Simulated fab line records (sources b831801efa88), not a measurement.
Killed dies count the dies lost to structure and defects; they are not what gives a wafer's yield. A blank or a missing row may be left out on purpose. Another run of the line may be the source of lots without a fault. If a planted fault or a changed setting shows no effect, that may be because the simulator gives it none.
One fault seen from 2 desks || flow gf180mcu || every desk sees just its own numbers, and what lay behind them comes last

== DESK OF THE TOOL OWNER: cmp-01 ==
The tool's own readings at GF_V1_CMP_04 (polishes SiO2): means of the sampled wafers that have a number, for each lot that ran on this tool. If a lot's mean is further than 4 standard deviations from the usual mean, the lot is out of limits and carries the mark OUT (the distance appears in the brackets).
Columns: A = motor-current-A at GF_V1_CMP_04, usual 12.0 A; B = retaining-ring-pressure-frac at GF_V1_CMP_04, usual 1.000; C = time-to-endpoint-s at GF_V1_CMP_04, usual 80 s
{"lot": "L900", "first seen here": "day 17 17:41", "A": 12.2, "B": 0.999, "C": 82}
{"lot": "L901", "first seen here": "day 18 01:03", "A": 12.4, "B": 0.999, "C": 89}
{"lot": "L903", "first seen here": "day 19 05:35", "A": 12.4, "B": 0.999, "C": 87}
{"lot": "L904", "first seen here": "day 19 13:40", "A": 12.4, "B": 0.999, "C": 90}
{"lot": "L907", "first seen here": "day 20 12:57", "A": 12.5, "B": 1.000, "C": 79}
{"lot": "L908", "first seen here": "day 21 03:32", "A": 12.3, "B": 1.006, "C": 74}
{"lot": "L909", "first seen here": "day 21 19:58", "A": 12.0, "B": 1.001, "C": "51 (-4.9) OUT"}
This desk's finding: out of limits on L909; first on L909, day 21 19:58 (time-to-endpoint-s at GF_V1_CMP_04). L900, L901, L903, L904, L907, L908: within limits.

== FROM THE METROLOGY DESK ==
Means of the sampled wafers that have a number, per lot and without regard to the tool the lot ran on: this is what the gauges read. If a lot's mean is further than 4 standard deviations from the usual mean, the lot is out of limits and carries the mark OUT (the distance appears in the brackets).
Columns: A = V1_CVD_02_THK at GF_V1_THK_MEAS_03, usual 847 nm
{"lot": "L898", "first seen here": "day 17 02:41", "A": 855}
{"lot": "L900", "first seen here": "day 17 17:35", "A": 849}
{"lot": "L901", "first seen here": "day 18 00:58", "A": 860}
{"lot": "L903", "first seen here": "day 19 05:33", "A": 858}
{"lot": "L904", "first seen here": "day 19 13:38", "A": 865}
{"lot": "L906", "first seen here": "day 20 05:11", "A": 842}
{"lot": "L907", "first seen here": "day 20 12:52", "A": 841}
{"lot": "L908", "first seen here": "day 21 03:28", "A": 832}
{"lot": "L909", "first seen here": "day 21 19:51", "A": 836}
{"lot": "L913", "first seen here": "day 23 00:58", "A": 847}
{"lot": "L918", "first seen here": "day 24 07:24", "A": 848}
{"lot": "L921", "first seen here": "day 25 02:56", "A": 851}
Finding of this desk: none of the 12 lots has anything out of limits.

== ALL TOGETHER ==
The tool owner's desk could have raised an alarm at day 21 19:58, on L909.
Metrology desk: nothing out of limits seen.
The metrology desk holds a record of L909, inside its limits.
Of the lots named, all ran GF_V1_CMP_04 on cmp-01.

== WHAT HAD BEEN PUT IN BY THE SIMULATOR ==
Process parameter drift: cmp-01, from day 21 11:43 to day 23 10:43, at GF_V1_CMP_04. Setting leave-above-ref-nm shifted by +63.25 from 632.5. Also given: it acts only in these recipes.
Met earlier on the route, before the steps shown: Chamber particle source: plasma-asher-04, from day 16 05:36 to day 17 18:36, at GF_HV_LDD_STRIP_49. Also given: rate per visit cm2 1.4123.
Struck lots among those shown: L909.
Delay in hours, fault start to first out-of-limits reading, by desk: the tool owner's desk at 8.
